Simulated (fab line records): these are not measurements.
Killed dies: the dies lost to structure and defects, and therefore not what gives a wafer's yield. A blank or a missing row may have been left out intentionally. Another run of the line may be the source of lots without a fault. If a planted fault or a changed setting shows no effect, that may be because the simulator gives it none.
fab line records | flow sfq_line | part 1 of 2: steps 1 to 28 of 39
[record] lots = 5 | wafers = 15 | last_day = 86
route steps=325 shown I6@277 M7@281 I7@296 M8@311
lots untouched by any fault: they come from a run of this same line in which no faults occurred
start_h: the number of hours between the record's first day and the start of the first shown wafer of the lot | wait_h: hours since the lot's step before | " identical to the entry in the row above | L1.1+2: a row that stands for several wafers | - value missing, or start not given | * or withheld: withheld | < > ~ a bound
route shown NAME@n: NAME is a module with steps in the file, n the number in the route of the first one | usual: the fault-free wafers' mean and standard deviation | same: alike in all rows | chamber/n: place in a boat | sites: each site's reading | _std_site: the standard deviation of these | _edge_site: inner sites' mean taken away from outer sites' mean | radius_mm: for every site, how far away it sits from the centre of the wafer | mask NAME#n: copy n | behind: the last tool/chamber to shape the wafer | hold: cause of the lot's hold/its duration in hours/its outcome | device: the transistor (n, p or np) that didn't switch | end of line: at the end of the route, the tests of the same wafers | a step without rows: its recipe alone | killed: at the first sort, the dies lost to defects and structure; wafer yield is something else | map: shows each die of a wafer: x if killed, . if not, _ if none is there
set.NAME: the setting as run; set.NAME@STEP: as run at that earlier step | model.NAME: the simulator's own value behind a step, which no gauge read
certain route steps with their lots: each step a table, each wafer a row
services: from which hour (start_h, from the record's first day; less than 0 if before it) a tool's chamber was out of use, for how many hours, and why
[[steps]]
[step SFQ_TRILAYER_I6_VIA_BARC_OPEN_VIA_ETCH_235]
[recipe] mask_material = PR | chemistry = O2 | target_depth_nm = 125 | target = BARC | source_w = 500 | bias_w = 80 | pressure_mtorr = 30 | time_s = 41.7
[usual] drypump_motor_current_A = 5.9/0.48 | oes_product_au = 0.686/0.0046
lot.wafer | tool        | chamber | start_h | wait_h | drypump_motor_current_A | oes_product_au | rf_hours_counter_h
L077.3    | rie_diel-03 | 2       | 1643.67 | 0.0    | 5.7                     | 0.684          | 9
L077.4    | "           | 2       | "       | "      | 5.7                     | 0.686          | -
L077.6    | "           | 3       | "       | "      | 4.8                     | 0.679          | -
L079.1    | rie_diel-02 | 1       | 1647.27 | 0.0    | 5.4                     | 0.693          | 17
L079.2    | "           | 0       | "       | "      | 5.8                     | 0.688          | 13
L079.5    | "           | 2       | "       | "      | 6.0                     | 0.687          | -
L085.1    | rie_diel-03 | 1       | 1821.64 | 0.0    | 6.6                     | 0.688          | 3
L085.4    | "           | 0       | "       | "      | 5.7                     | 0.678          | 1
L085.5    | "           | 1       | "       | "      | 6.6                     | 0.682          | -
L090.4    | rie_diel-03 | 0       | 1836.04 | 0.0    | 5.8                     | 0.694          | 2
L090.5    | "           | 1       | "       | "      | 6.6                     | 0.689          | -
L090.6    | "           | 2       | "       | "      | 5.7                     | 0.686          | -
L095.2    | rie_diel-03 | 3       | 1957.97 | 0.0    | 4.7                     | 0.687          | 15
L095.4    | "           | 2       | "       | "      | 5.7                     | 0.699          | 15
L095.5    | "           | 2       | "       | "      | 5.7                     | 0.683          | -
[step SFQ_TRILAYER_I6_VIA_ETCH_VIA_ETCH_172]
[recipe] target = SiO2 | stop_on = Nb | mask_material = PR | taper_deg = 20 | chemistry = CHF3 | target_depth_nm = 260 | source_w = 500 | bias_w = 80 | pressure_mtorr = 30 | time_s = withheld
[usual] drypump_motor_current_A = 5.9/0.48 | oes_product_au = 0.855/0.0051
lot.wafer | tool        | chamber | start_h | wait_h | drypump_motor_current_A | oes_product_au
L077.3    | rie_diel-03 | 2       | 1643.71 | 0.0    | 5.7                     | 0.851
L077.4    | "           | 2       | "       | "      | 5.7                     | 0.856
L077.6    | "           | 3       | "       | "      | 4.7                     | 0.854
L079.1    | rie_diel-02 | 1       | 1647.31 | 0.0    | 5.5                     | 0.861
L079.2    | "           | 0       | "       | "      | 5.8                     | 0.854
L079.5    | "           | 2       | "       | "      | 6.0                     | 0.856
L085.1    | rie_diel-03 | 1       | 1821.68 | 0.0    | 6.6                     | 0.852
L085.4    | "           | 0       | "       | "      | 5.7                     | 0.856
L085.5    | "           | 1       | "       | "      | 6.6                     | 0.863
L090.4    | rie_diel-03 | 0       | 1836.08 | 0.0    | 5.8                     | 0.859
L090.5    | "           | 1       | "       | "      | 6.6                     | 0.848
L090.6    | "           | 2       | "       | "      | 5.7                     | 0.850
L095.2    | rie_diel-03 | 3       | 1958.01 | 0.0    | 4.7                     | 0.854
L095.4    | "           | 2       | "       | "      | 5.7                     | 0.858
L095.5    | "           | 2       | "       | "      | 5.7                     | 0.867
[step SFQ_TRILAYER_I6_VIA_STRIP_STRIP_173]
[recipe] gas = O2 | power_w = 200 | platen_temp_c = 40 | overash_fraction = 0.65 | chemistry = O2 | pressure_mtorr = 50
[usual] drypump_motor_current_A = 5.4/0.48 | he_backside_leak_sccm = 3.48/0.15 | oes_product_au = 0.999/0.0073
lot.wafer | tool         | chamber | start_h | wait_h | drypump_motor_current_A | he_backside_leak_sccm | oes_product_au | rf_hours_counter_h
L077.3    | rie_metal-03 | 0       | 1644.02 | -      | 5.1                     | 3.48                  | 0.998          | -
L077.4    | "            | 1       | "       | "      | 6.4                     | 3.41                  | 0.994          | -
L077.6    | "            | 1       | "       | "      | 6.4                     | 3.24                  | 1.006          | -
L079.1    | rie_metal-01 | 0       | 1647.42 | -      | 5.4                     | 3.62                  | 0.994          | 128
L079.2    | "            | 1       | "       | "      | 5.4                     | 3.58                  | 1.014          | 74
L079.5    | "            | 1       | "       | "      | 5.4                     | 3.47                  | 0.993          | -
L085.1    | rie_metal-01 | 1       | 1821.79 | -      | 5.4                     | 3.63                  | 0.999          | 98
L085.4    | "            | 1       | "       | "      | 5.4                     | 3.55                  | 1.004          | -
L085.5    | "            | 0       | "       | "      | 5.4                     | 3.57                  | 0.983          | -
L090.4    | rie_metal-03 | 0       | 1836.39 | -      | 5.1                     | 3.37                  | 0.994          | -
L090.5    | "            | 0       | "       | "      | 5.1                     | 3.59                  | 0.989          | -
L090.6    | "            | 1       | "       | "      | 6.4                     | 3.37                  | 0.996          | -
L095.2    | rie_metal-04 | 0       | 1958.12 | -      | 4.9                     | 3.30                  | 1.012          | 49
L095.4    | "            | 1       | "       | "      | 5.5                     | 3.76                  | 0.998          | -
L095.5    | "            | 1       | "       | "      | 5.5                     | 3.63                  | 0.995          | -
[step SFQ_TRILAYER_I6_VIA_STRIP_SOLV_CLEAN_174]
[recipe] chemistry = NMP | temp_c = 70 | time_s = 600
[usual] temp_c = 70.01/0.13
lot.wafer | tool         | chamber | start_h | wait_h | temp_c
L077.3    | wet_bench-01 | 2       | 1644.42 | 0.2    | 69.98
L077.4    | "            | 5       | "       | "      | 70.14
L077.6    | "            | 6       | "       | "      | 70.03
L079.1    | wet_bench-03 | 0       | 1648.02 | 0.4    | 69.88
L079.2    | "            | 3       | "       | "      | 70.08
L079.5    | "            | 2       | "       | "      | 70.05
L085.1    | wet_bench-02 | 3       | 1822.39 | 0.4    | 69.88
L085.4    | "            | 2       | "       | "      | 70.06
L085.5    | "            | 0       | "       | "      | 69.94
L090.4    | wet_bench-01 | 3       | 1836.79 | 0.2    | 70.08
L090.5    | "            | 4       | "       | "      | 70.17
L090.6    | "            | 1       | "       | "      | 70.00
L095.2    | wet_bench-03 | 2       | 1958.72 | 0.4    | 70.08
L095.4    | "            | 3       | "       | "      | 70.02
L095.5    | "            | 0       | "       | "      | 70.23
[step SFQ_TRILAYER_M7_DEP_PRE_CLEAN_176]
[recipe] gas = Ar | time_s = 22.5 | bias_v = 250
lot.wafer  | tool           | chamber | start_h | wait_h
L077.3+4+6 | pvd_sputter-04 | -       | 1644.60 | 0.0
L079.1+2+5 | pvd_sputter-04 | -       | 1648.21 | 0.0
L085.1+4+5 | pvd_sputter-04 | -       | 1822.57 | 0.0
L090.4+5+6 | pvd_sputter-04 | -       | 1836.97 | 0.0
L095.2+4+5 | pvd_sputter-06 | -       | 1958.90 | 0.0
[step SFQ_TRILAYER_M7_DEP_SPUTTER_175]
[recipe] material = Nb | base_pressure_pa = 1.33e-06 | chamber_pressure_pa = 0.1333 | substrate_temp_c = 20 | target_thk_nm = 200 | power_w = 2000 | time_s = 133.3
[usual] throttle_valve_pct = 29.9/0.88
lot.wafer | tool           | chamber | start_h | wait_h | throttle_valve_pct
L077.3    | pvd_sputter-04 | -       | 1644.63 | 0.0    | 28.9
L077.4    | "              | -       | "       | "      | 29.5
L077.6    | "              | -       | "       | "      | 29.0
L079.1    | pvd_sputter-04 | -       | 1648.24 | 0.0    | 29.0
L079.2    | "              | -       | "       | "      | 30.5
L079.5    | "              | -       | "       | "      | 28.7
L085.1    | pvd_sputter-04 | -       | 1822.60 | 0.0    | 29.0
L085.4    | "              | -       | "       | "      | 29.2
L085.5    | "              | -       | "       | "      | 28.9
L090.4    | pvd_sputter-04 | -       | 1837.00 | 0.0    | 29.0
L090.5    | "              | -       | "       | "      | 28.9
L090.6    | "              | -       | "       | "      | 29.6
L095.2    | pvd_sputter-06 | -       | 1958.92 | 0.0    | 29.1
L095.4    | "              | -       | "       | "      | 28.7
L095.5    | "              | -       | "       | "      | 30.9
[step SFQ_M7_RS_MEAS_943]
[recipe] thk_meas_gauge = four-point-probe | reads = Nb_of_TRILAYER_M7_DEP_SPUTTER_175
[usual] M7_NB_RS = 0.895/0.0088
lot.wafer | tool          | chamber | start_h | wait_h | M7_NB_RS[ohm/sq]
L077.3    | film_metro-01 | -       | 1644.76 | 0.1    | 0.878
L077.4    | "             | -       | "       | "      | 0.889
L077.6    | "             | -       | "       | "      | 0.890
L079.1    | film_metro-04 | -       | 1648.33 | 0.0    | 0.890
L079.2    | "             | -       | "       | "      | 0.899
L079.5    | "             | -       | "       | "      | 0.898
L085.1    | film_metro-04 | -       | 1822.69 | 0.0    | 0.909
L085.4    | "             | -       | "       | "      | 0.904
L085.5    | "             | -       | "       | "      | 0.895
L090.4    | film_metro-02 | -       | 1837.15 | 0.1    | 0.909
L090.5    | "             | -       | "       | "      | 0.908
L090.6    | "             | -       | "       | "      | 0.909
L095.2    | film_metro-01 | -       | 1959.03 | 0.1    | 0.892
L095.4    | "             | -       | "       | "      | 0.900
L095.5    | "             | -       | "       | "      | 0.895
[step SFQ_TRILAYER_M7_LITHO_COAT_182]
[recipe] resist = BARC | spin_rpm = 3000 | resist_thk_nm = 62
lot.wafer  | tool           | chamber | start_h | wait_h
L077.3+4+6 | litho_track-04 | 0       | 1645.00 | 0.1
L079.1+2+5 | litho_track-04 | 0       | 1648.51 | 0.1
L085.1+4+5 | litho_track-02 | 0       | 1822.87 | 0.1
L090.4+5+6 | litho_track-03 | 0       | 1837.42 | 0.2
L095.2+4+5 | litho_track-03 | 0       | 1959.24 | 0.1
[step SFQ_TRILAYER_M7_LITHO_COAT_177]
[recipe] resist = KrF | spin_rpm = 3000 | resist_thk_nm = 600
lot.wafer  | tool           | chamber | start_h | wait_h
L077.3+4+6 | litho_track-04 | 0       | 1645.30 | 0.2
L079.1+2+5 | litho_track-04 | 0       | 1648.81 | 0.2
L085.1+4+5 | litho_track-02 | 0       | 1823.17 | 0.2
L090.4+5+6 | litho_track-03 | 0       | 1837.72 | 0.2
L095.2+4+5 | litho_track-03 | 0       | 1959.54 | 0.2
[step SFQ_TRILAYER_M7_LITHO_SOFTBAKE_181]
[recipe] temp_c = withheld | time_s = withheld | resist = KrF
lot.wafer  | tool           | chamber | start_h | wait_h
L077.3+4+6 | litho_track-04 | 0       | 1645.55 | 0.2
L079.1+2+5 | litho_track-04 | 0       | 1649.11 | 0.2
L085.1+4+5 | litho_track-02 | 0       | 1823.47 | 0.2
L090.4+5+6 | litho_track-03 | 0       | 1837.94 | 0.2
L095.2+4+5 | litho_track-03 | 0       | 1959.82 | 0.2
[step SFQ_TRILAYER_M7_LITHO_EXPOSE_178]
[recipe] mask_id = M7 | na = 0.6 | source_shape = conventional | sigma_outer = 0.65 | target_cd_nm = 500 | dose_mj = 14.4
lot.wafer  | tool           | chamber | start_h | wait_h | mask
L077.3+4+6 | krf_scanner-02 | 0       | 1771.45 | -      | M7#0
L079.1+2+5 | krf_scanner-02 | 0       | 1774.65 | -      | M7#0
L085.1+4+5 | krf_scanner-01 | 0       | 1826.10 | -      | M7#0
L090.4+5+6 | krf_scanner-01 | 0       | 1842.30 | -      | M7#0
L095.2+4+5 | krf_scanner-02 | 0       | 2049.49 | -      | M7#0
[step SFQ_TRILAYER_M7_LITHO_PEB_180]
[recipe] peb_temp_c = 115 | peb_time_s = 60 | resist = KrF
[same] peb_time_s = 60
lot.wafer  | tool           | chamber | start_h | wait_h
L077.3+4+6 | litho_track-04 | 0       | 1772.30 | 0.7
L079.1+2+5 | litho_track-04 | 0       | 1775.85 | 1.0
L085.1+4+5 | litho_track-04 | 0       | 1827.30 | 1.0
L090.4+5+6 | litho_track-02 | 0       | 1842.98 | 0.5
L095.2+4+5 | litho_track-03 | 0       | 2050.52 | 0.8
[step SFQ_TRILAYER_M7_LITHO_DEVELOP_179]
[recipe] time_s = 60 | resist = KrF
lot.wafer  | tool           | chamber | start_h | wait_h
L077.3+4+6 | litho_track-04 | 0       | 1772.45 | 0.1
L079.1+2+5 | litho_track-04 | 0       | 1776.00 | 0.1
L085.1+4+5 | litho_track-04 | 0       | 1827.45 | 0.1
L090.4+5+6 | litho_track-02 | 0       | 1843.13 | 0.1
L095.2+4+5 | litho_track-03 | 0       | 2050.67 | 0.1
[step SFQ_M7_OVL_MEAS_945]
[usual] M7_OVL = -4/5.8
lot.wafer | tool       | chamber | start_h | wait_h | M7_OVL[nm]
L077.3    | overlay-02 | -       | 1772.57 | 0.1    | -11
L077.4    | "          | -       | "       | "      | -11
L077.6    | "          | -       | "       | "      | -8
L079.1    | overlay-02 | -       | 1776.15 | 0.1    | -11
L079.2    | "          | -       | "       | "      | -3
L079.5    | "          | -       | "       | "      | -4
L085.1    | overlay-02 | -       | 1827.60 | 0.1    | 1
L085.4    | "          | -       | "       | "      | 4
L085.5    | "          | -       | "       | "      | 1
L090.4    | overlay-02 | -       | 1843.22 | 0.1    | -12
L090.5    | "          | -       | "       | "      | 3
L090.6    | "          | -       | "       | "      | -7
L095.2    | overlay-01 | -       | 2050.80 | 0.1    | 1
L095.4    | "          | -       | "       | "      | -1
L095.5    | "          | -       | "       | "      | 0
[step SFQ_TRILAYER_M7_BARC_OPEN_METAL_ETCH_229]
[recipe] mask_material = PR | chemistry = O2 | target_depth_nm = 125 | target = BARC | icp_w = 600 | bias_w = 80 | pressure_mtorr = 10 | time_s = 41.7
[usual] drypump_motor_current_A = 5.5/0.48 | he_backside_leak_sccm = 3.50/0.21 | oes_product_au = 0.685/0.0046
lot.wafer | tool         | chamber | start_h | wait_h | drypump_motor_current_A | he_backside_leak_sccm | oes_product_au | rf_hours_counter_h
L077.3    | rie_metal-04 | 0       | 1772.61 | 0.0    | 4.9                     | 3.25                  | 0.680          | -
L077.4    | "            | 1       | "       | "      | 5.5                     | 3.56                  | 0.680          | -
L077.6    | "            | 1       | "       | "      | 5.5                     | 3.68                  | 0.687          | -
L079.1    | rie_metal-03 | 0       | 1776.19 | 0.0    | 5.1                     | 3.32                  | 0.683          | 107
L079.2    | "            | 1       | "       | "      | 6.4                     | 3.41                  | 0.686          | 75
L079.5    | "            | 1       | "       | "      | 6.4                     | 3.42                  | 0.690          | -
L085.1    | rie_metal-04 | 0       | 1827.64 | 0.0    | 4.9                     | 3.41                  | 0.683          | 32
L085.4    | "            | 1       | "       | "      | 5.5                     | 3.63                  | 0.692          | -
L085.5    | "            | 0       | "       | "      | 4.9                     | 3.48                  | 0.684          | -
L090.4    | rie_metal-03 | 1       | 1843.26 | 0.0    | 6.4                     | 3.35                  | 0.686          | -
L090.5    | "            | 0       | "       | "      | 5.1                     | 3.65                  | 0.679          | -
L090.6    | "            | 1       | "       | "      | 6.4                     | 3.20                  | 0.686          | -
L095.2    | rie_metal-04 | 0       | 2050.83 | 0.0    | 4.9                     | 3.47                  | 0.675          | 56
L095.4    | "            | 1       | "       | "      | 5.4                     | 3.46                  | 0.687          | -
L095.5    | "            | 0       | "       | "      | 4.9                     | 3.28                  | 0.684          | -
[step SFQ_TRILAYER_M7_ETCH_METAL_ETCH_180]
[recipe] target = Nb | stop_on = SiO2 | mask_material = PR | chemistry = Cl2/Ar | target_depth_nm = 240 | icp_w = 600 | bias_w = 80 | pressure_mtorr = 10 | time_s = 120
[usual] drypump_motor_current_A = 5.5/0.49 | he_backside_leak_sccm = 3.50/0.28 | oes_product_au = 0.891/0.0071
lot.wafer | tool         | chamber | start_h | wait_h | drypump_motor_current_A | he_backside_leak_sccm | oes_product_au | rf_hours_counter_h
L077.3    | rie_metal-04 | 0       | 1772.69 | 0.1    | 4.9                     | 3.45                  | 0.892          | -
L077.4    | "            | 1       | "       | "      | 5.5                     | 3.64                  | 0.894          | -
L077.6    | "            | 1       | "       | "      | 5.4                     | 3.60                  | 0.893          | -
L079.1    | rie_metal-03 | 0       | 1776.27 | 0.1    | 5.1                     | 3.58                  | 0.890          | 107
L079.2    | "            | 1       | "       | "      | 6.4                     | 3.37                  | 0.879          | 75
L079.5    | "            | 1       | "       | "      | 6.4                     | 3.36                  | 0.886          | -
L085.1    | rie_metal-04 | 0       | 1827.70 | 0.0    | 4.9                     | 5.31                  | 0.883          | 32
L085.4    | "            | 1       | "       | "      | 5.5                     | 3.51                  | 0.888          | -
L085.5    | "            | 0       | "       | "      | 4.9                     | 3.33                  | 0.892          | -
L090.4    | rie_metal-03 | 1       | 1843.34 | 0.1    | 6.4                     | 3.46                  | 0.884          | -
L090.5    | "            | 0       | "       | "      | 5.1                     | 3.68                  | 0.887          | -
L090.6    | "            | 1       | "       | "      | 6.4                     | 3.38                  | 0.881          | -
L095.2    | rie_metal-04 | 0       | 2050.89 | 0.0    | 4.9                     | 3.50                  | 0.889          | 56
L095.4    | "            | 1       | "       | "      | 5.4                     | 3.51                  | 0.881          | -
L095.5    | "            | 0       | "       | "      | 4.9                     | 3.41                  | 0.886          | -
[step SFQ_TRILAYER_M7_STRIP_STRIP_181]
[recipe] gas = O2 | power_w = 200 | platen_temp_c = 40 | overash_fraction = 0.65 | chemistry = O2 | pressure_mtorr = 50
[usual] drypump_motor_current_A = 5.5/0.49 | he_backside_leak_sccm = 3.51/0.27 | oes_product_au = 0.999/0.0076
lot.wafer | tool         | chamber | start_h | wait_h | drypump_motor_current_A | he_backside_leak_sccm | oes_product_au | rf_hours_counter_h
L077.3    | rie_metal-04 | 0       | 1772.98 | 0.2    | 4.9                     | 3.54                  | 1.004          | -
L077.4    | "            | 1       | "       | "      | 5.5                     | 3.66                  | 0.997          | -
L077.6    | "            | 1       | "       | "      | 5.5                     | 3.68                  | 0.992          | -
L079.1    | rie_metal-03 | 0       | 1776.44 | 0.1    | 5.1                     | 3.69                  | 1.006          | 107
L079.2    | "            | 1       | "       | "      | 6.4                     | 3.45                  | 1.002          | 76
L079.5    | "            | 1       | "       | "      | 6.4                     | 3.36                  | 1.004          | -
L085.1    | rie_metal-04 | 0       | 1827.82 | 0.1    | 4.9                     | 3.31                  | 1.005          | 32
L085.4    | "            | 1       | "       | "      | 5.5                     | 3.54                  | 1.003          | -
L085.5    | "            | 0       | "       | "      | 4.9                     | 3.37                  | 1.006          | -
L090.4    | rie_metal-03 | 1       | 1843.62 | 0.2    | 6.4                     | 3.32                  | 0.997          | -
L090.5    | "            | 0       | "       | "      | 5.1                     | 3.67                  | 0.996          | -
L090.6    | "            | 1       | "       | "      | 6.4                     | 3.30                  | 1.004          | -
L095.2    | rie_metal-04 | 0       | 2051.01 | 0.1    | 4.9                     | 3.46                  | 1.004          | 56
L095.4    | "            | 1       | "       | "      | 5.5                     | 3.50                  | 0.997          | -
L095.5    | "            | 0       | "       | "      | 4.9                     | 5.40                  | 1.007          | -
[step SFQ_TRILAYER_M7_STRIP_SOLV_CLEAN_182]
[recipe] chemistry = NMP | temp_c = 70 | time_s = 600
[usual] temp_c = 70.01/0.12
lot.wafer | tool         | chamber | start_h | wait_h | temp_c
L077.3    | wet_bench-01 | 5       | 1773.38 | 0.2    | 69.97
L077.4    | "            | 1       | "       | "      | 70.10
L077.6    | "            | 3       | "       | "      | 69.81
L079.1    | wet_bench-02 | 3       | 1777.24 | 0.5    | 69.95
L079.2    | "            | 2       | "       | "      | 69.98
L079.5    | "            | 4       | "       | "      | 70.09
L085.1    | wet_bench-04 | 2       | 1828.42 | 0.4    | 69.98
L085.4    | "            | 7       | "       | "      | 70.01
L085.5    | "            | 0       | "       | "      | 70.01
L090.4    | wet_bench-02 | 3       | 1844.02 | 0.2    | 70.15
L090.5    | "            | 0       | "       | "      | 69.96
L090.6    | "            | 4       | "       | "      | 70.15
L095.2    | wet_bench-02 | 2       | 2051.61 | 0.4    | 70.23
L095.4    | "            | 6       | "       | "      | 69.99
L095.5    | "            | 7       | "       | "      | 69.78
[step SFQ_TRILAYER_I7_DEP_PECVD_183]
[recipe] material = SiO2 | temp_c = 150 | time_s = 111.11 | pressure_torr = 2.4 | rf_w = 183.3 | precursor = SiH4/N2O | target_thk_nm = 500
[usual] heater_power_outer_w = 31/11 | heater_power_w = 88/19 | throttle_valve_pct = 24.2/1.4
lot.wafer | tool     | chamber | start_h | wait_h | heater_power_outer_w | heater_power_w | throttle_valve_pct
L077.3    | pecvd-02 | 0       | 1773.55 | 0.0    | 22                   | 70             | 26.9
L077.4    | "        | 2       | "       | "      | 24                   | 80             | 25.9
L077.6    | "        | 0       | "       | "      | 24                   | 72             | 27.1
L079.1    | pecvd-01 | 1       | 1777.41 | 0.0    | 35                   | 91             | 21.8
L079.2    | "        | 0       | "       | "      | 43                   | 96             | 23.3
L079.5    | "        | 1       | "       | "      | 37                   | 94             | 22.3
L085.1    | pecvd-04 | 1       | 1828.60 | 0.0    | 21                   | 78             | 24.9
L085.4    | "        | 0       | "       | "      | 34                   | 97             | 25.0
L085.5    | "        | 2       | "       | "      | 60                   | 146            | 24.8
L090.4    | pecvd-01 | 1       | 1844.24 | 0.0    | 38                   | 93             | 22.1
L090.5    | "        | 0       | "       | "      | 42                   | 98             | 23.6
L090.6    | "        | 2       | "       | "      | 22                   | 68             | 23.3
L095.2    | pecvd-02 | 1       | 2051.84 | 0.0    | 28                   | 84             | 22.9
L095.4    | "        | 2       | "       | "      | 14                   | 67             | 26.0
L095.5    | "        | 0       | "       | "      | 19                   | 67             | 27.1
[step SFQ_TRILAYER_I7_CMP_CMP_184]
[recipe] material = SiO2 | down_force_psi = 3 | platen_rpm = 60 | pad_velocity_m_s = 0.94248
[usual] motor_current_A = 9.7/0.93 | time_to_endpoint_s = 218/6.3
lot.wafer | tool   | chamber | start_h | wait_h | motor_current_A | time_to_endpoint_s
L077.3    | cmp-02 | 1       | 1774.77 | 1.2    | 9.8             | 214
L077.4    | "      | 3       | 1775.77 | 2.1    | 12.1            | 230
L077.6    | "      | 2       | 1777.27 | 3.6    | 9.2             | 220
L079.1    | cmp-01 | 0       | 1778.31 | 0.9    | 9.4             | 218
L079.2    | "      | 2       | 1779.31 | 1.9    | 8.8             | 224
L079.5    | "      | 1       | 1780.81 | 3.3    | 9.3             | 222
L085.1    | cmp-02 | 1       | 1829.18 | 0.5    | 10.1            | 209
L085.4    | "      | 3       | 1830.18 | 1.5    | 11.8            | 217
L085.5    | "      | 0       | "       | "      | 9.5             | 216
L090.4    | cmp-02 | 2       | 1846.02 | 1.7    | 9.4             | 222
L090.5    | "      | 1       | 1847.52 | 3.2    | 9.7             | 224
L090.6    | "      | 2       | "       | "      | 9.8             | 224
L095.2    | cmp-02 | 0       | 2052.02 | 0.1    | 9.2             | 214
L095.4    | "      | 2       | 2053.02 | 1.1    | 9.7             | 216
L095.5    | "      | 1       | 2054.52 | 2.6    | 10.1            | 217
[step SFQ_I7_BOW_MEAS_946]
[recipe] mode = bow
[usual] I7_BOW = 4/11
lot.wafer | tool          | chamber | start_h | wait_h | I7_BOW[um]
L077.3    | film_metro-03 | -       | 1777.81 | 2.5    | 13
L077.4    | "             | -       | "       | "      | 9
L077.6    | "             | -       | "       | "      | 10
L079.1    | film_metro-01 | -       | 1781.31 | 2.5    | 5
L079.2    | "             | -       | "       | "      | 17
L079.5    | "             | -       | "       | "      | 24
L085.1    | film_metro-03 | -       | 1831.68 | 2.0    | -4
L085.4    | "             | -       | "       | "      | -20
L085.5    | "             | -       | "       | "      | -10
L090.4    | film_metro-01 | -       | 1848.58 | 2.1    | 8
L090.5    | "             | -       | "       | "      | 2
L090.6    | "             | -       | "       | "      | 19
L095.2    | film_metro-04 | -       | 2055.04 | 2.5    | 3
L095.4    | "             | -       | "       | "      | 0
L095.5    | "             | -       | "       | "      | 0
[step SFQ_TRILAYER_I7_METRO_MEASURE_185]
[usual] thk_nm = 200.5/1.1
lot.wafer | tool          | chamber | start_h | wait_h | thk_nm
L077.3    | film_metro-03 | -       | 1778.29 | 0.5    | 201.2
L077.4    | "             | -       | "       | "      | 201.6
L077.6    | "             | -       | "       | "      | 201.2
L079.1    | film_metro-01 | -       | 1781.43 | 0.1    | 200.9
L079.2    | "             | -       | "       | "      | 201.4
L079.5    | "             | -       | "       | "      | 200.3
L085.1    | film_metro-03 | -       | 1831.80 | 0.1    | 199.3
L085.4    | "             | -       | "       | "      | 200.3
L085.5    | "             | -       | "       | "      | 200.9
L090.4    | film_metro-01 | -       | 1849.24 | 0.6    | 199.0
L090.5    | "             | -       | "       | "      | 199.2
L090.6    | "             | -       | "       | "      | 199.8
L095.2    | film_metro-04 | -       | 2055.34 | 0.3    | 200.4
L095.4    | "             | -       | "       | "      | 201.7
L095.5    | "             | -       | "       | "      | 199.7
[step SFQ_TRILAYER_I7_VIA_LITHO_COAT_192]
[recipe] resist = BARC | spin_rpm = 3000 | resist_thk_nm = 62
lot.wafer  | tool           | chamber | start_h | wait_h
L077.3+4+6 | litho_track-04 | 0       | 1779.19 | 0.7
L079.1+2+5 | litho_track-03 | 0       | 1782.63 | 1.0
L085.1+4+5 | litho_track-04 | 0       | 1833.00 | 1.0
L090.4+5+6 | litho_track-04 | 0       | 1849.99 | 0.6
L095.2+4+5 | litho_track-03 | 0       | 2056.39 | 0.8
[step SFQ_TRILAYER_I7_VIA_LITHO_COAT_187]
[recipe] resist = KrF | spin_rpm = 3000 | resist_thk_nm = 650
lot.wafer  | tool           | chamber | start_h | wait_h
L077.3+4+6 | litho_track-04 | 0       | 1779.49 | 0.2
L079.1+2+5 | litho_track-03 | 0       | 1782.93 | 0.2
L085.1+4+5 | litho_track-04 | 0       | 1833.30 | 0.2
L090.4+5+6 | litho_track-04 | 0       | 1850.29 | 0.2
L095.2+4+5 | litho_track-03 | 0       | 2056.69 | 0.2
[step SFQ_TRILAYER_I7_VIA_LITHO_SOFTBAKE_191]
[recipe] temp_c = withheld | time_s = withheld | resist = KrF
lot.wafer  | tool           | chamber | start_h | wait_h
L077.3+4+6 | litho_track-04 | 0       | 1779.74 | 0.2
L079.1+2+5 | litho_track-03 | 0       | 1783.23 | 0.2
L085.1+4+5 | litho_track-04 | 0       | 1833.60 | 0.2
L090.4+5+6 | litho_track-04 | 0       | 1850.51 | 0.2
L095.2+4+5 | litho_track-03 | 0       | 2056.97 | 0.2
[step SFQ_TRILAYER_I7_VIA_LITHO_EXPOSE_188]
[recipe] mask_id = I7 | na = 0.6 | source_shape = conventional | sigma_outer = 0.65 | target_cd_nm = 1000 | dose_mj = 21.3
lot.wafer  | tool           | chamber | start_h | wait_h | mask
L077.3+4+6 | krf_scanner-02 | 0       | 1864.58 | -      | I7#0
L079.1+2+5 | krf_scanner-02 | 0       | 1873.78 | -      | I7#0
L085.1+4+5 | krf_scanner-01 | 0       | 1940.83 | -      | I7#0
L090.4+5+6 | krf_scanner-01 | 0       | 1954.63 | -      | I7#0
L095.2+4+5 | krf_scanner-02 | 0       | 2065.19 | -      | I7#0
[step SFQ_TRILAYER_I7_VIA_LITHO_PEB_190]
[recipe] peb_temp_c = 115 | peb_time_s = 60 | resist = KrF
[same] peb_time_s = 60
lot.wafer  | tool           | chamber | start_h | wait_h
L077.3+4+6 | litho_track-01 | 0       | 1865.43 | 0.7
L079.1+2+5 | litho_track-03 | 0       | 1874.98 | 1.0
L085.1+4+5 | litho_track-01 | 0       | 1942.03 | 1.0
L090.4+5+6 | litho_track-01 | 0       | 1955.31 | 0.5
L095.2+4+5 | litho_track-01 | 0       | 2066.22 | 0.8
[step SFQ_TRILAYER_I7_VIA_LITHO_DEVELOP_189]
[recipe] time_s = 60 | resist = KrF
lot.wafer  | tool           | chamber | start_h | wait_h
L077.3+4+6 | litho_track-01 | 0       | 1865.58 | 0.1
L079.1+2+5 | litho_track-03 | 0       | 1875.13 | 0.1
L085.1+4+5 | litho_track-01 | 0       | 1942.18 | 0.1
L090.4+5+6 | litho_track-01 | 0       | 1955.46 | 0.1
L095.2+4+5 | litho_track-01 | 0       | 2066.37 | 0.1
